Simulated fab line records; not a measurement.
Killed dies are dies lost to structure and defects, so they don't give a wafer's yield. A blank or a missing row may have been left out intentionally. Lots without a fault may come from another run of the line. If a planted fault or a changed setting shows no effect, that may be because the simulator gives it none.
Comparing a struck lot with a sound one ; flow gf180mcu ; 16 steps out of a route of 602
Sound: wafers L494.1, L494.2, L494.6. Struck: wafer L513.1 (left out: L513.5, L513.6 of the same lot, which were not struck); the cause appears at the end.
At each step with rows: each side's tool, then ch and its chambers, then its first start. Under that, the readings that differ: sound wafers ; struck wafers ; difference of the means ; sigmas: that difference in standard deviations of wafers without a fault.
alike: a reading whose means differ by less than 2 such deviations, as well as words and numbers matching on both sides. not compared: withheld readings; readings where some wafer has no value; bounds like >300 that might hide an equal value; numbers whose values overlap and for which the record gives no deviation.
Wherever a step has rows on one side only, a row that says differs or no value, or a row with sigmas, the two part there. Non-overlapping numbers with no deviation appear without sigmas and do not part them. A reading that every wafer of one side lacks parts them only if that side has two wafers or more.

GF_TOP_METAL_SPUTTER_04: material TiN, target thk 25 nm, time 20.8 s.
  sound on pvd_sputter-02, day 28 04:55; struck on pvd_sputter-04, day 33 07:28
  alike: throttle_valve_pct
GF_TOP_METAL_RS_MEAS_05: a four-point-probe measurement.
  sound on film_metro-01, day 28 04:56; struck on film_metro-02, day 33 07:29
  alike: TOP_METAL_ALCU_RS
GF_TOP_METAL_THK_MEAS_06: measures by xrf.
  sound on film_metro-01, day 28 05:04; struck on film_metro-02, day 33 07:37
  alike: TOP_METAL_ALCU_THK
then, 7 steps without rows for these wafers: GF_TOP_METAL_DEHYDRATE_07 (time 60 s); GF_TOP_METAL_HMDS_08 (prime time 60 s); GF_TOP_METAL_COAT_09 (resist thk 1500 nm); GF_TOP_METAL_SOFTBAKE_10 (time 60 s); GF_TOP_METAL_EXPOSE_11 (exposes mask MetalTop, target cd 440 nm); GF_TOP_METAL_PEB_12; GF_TOP_METAL_DEVELOP_13 (develop time 60 s).
GF_TOP_METAL_CD_MEAS_14: target cd 440 nm.
  sound on cd_sem-02, day 29 00:13; struck on cd_sem-01, day 33 22:57
  alike: cd_nm
GF_TOP_METAL_OVL_MEAS_15:
  sound on overlay-02, day 29 00:20; struck on overlay-01, day 33 23:04
  alike: TOP_METAL_OVL
GF_TOP_METAL_METAL_ETCH_16: etches the open film in Cl2/BCl3, stops on SiO2, target depth 1077.5 nm, time 179.6 s.
  sound on rie_metal-01 ch 0,1, day 29 00:23; struck on rie_metal-02 ch 1, day 33 23:07
reading;sound;struck;difference;sigmas
oes_product_au (a.u.);0.972 0.968 0.960;0.845;-0.122;-18
throttle_valve_pct (%);28.245 28.273 28.263;28.393;+0.133;+12
model.etch.depth_nm (nm);1023 1026 1010;810.6;-209.1;
model.TOP_METAL.feature_depth_nm (nm);1023 1026 1010;810.6;-209.1;
model.NOVOLAK_of_TOP_METAL_COAT_09.thk_nm (nm);1082 1065 1078;1180;+105;
  alike: drypump_motor_current_A
  not compared: rf_hours_counter_h
GF_TOP_METAL_STRIP_17: strips in O2/N2.
  sound on plasma_asher-04 ch 0,1, day 29 00:33; struck on plasma_asher-04 ch 0, day 33 23:20
reading;sound;struck;difference;sigmas
strip_time_to_endpoint_s (s);13.59 13.40 13.55;14.73;+1.22;+12
  alike: drypump_motor_current_A, heater_power_w, oes_product_au, platen_temp_c
  not compared: rf_hours_counter_h
then, 1 step without rows for these wafers: GF_TOP_METAL_STRIP_18 (strips in post etch residue remover, time 1200 s).
GF_PASSIVATION_PROBE_99:
  sound on prober-02, day 29 21:55; struck on prober-02, day 34 17:01
reading;sound;struck;difference;sigmas
model.etest.pplus_sal_6v.short;0 0 0;1;+1;
model.etest.dnwell_pinched.short;0 0 0;1;+1;
model.etest.pmos_3p3.short;0 0 0;1;+1;
model.etest.via2_chain.short;0 0 0;1;+1;
model.etest.nmos_3p3.short;0 0 0;1;+1;
model.etest.contact_to_gate.short;0 0 0;1;+1;
model.etest.pmos_6p0.over_limit;0 0 0;1;+1;
model.etest.nldd_3p3.short;0 0 0;1;+1;

## WHERE THEY PART
Last at GF_TOP_METAL_STRIP_17 as far as this record goes, first at GF_TOP_METAL_METAL_ETCH_16.

WHY: whatever the simulator had introduced
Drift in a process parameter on rie_metal-02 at GF_TOP_METAL_METAL_ETCH_16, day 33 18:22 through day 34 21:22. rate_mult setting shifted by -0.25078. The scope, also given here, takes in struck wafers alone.
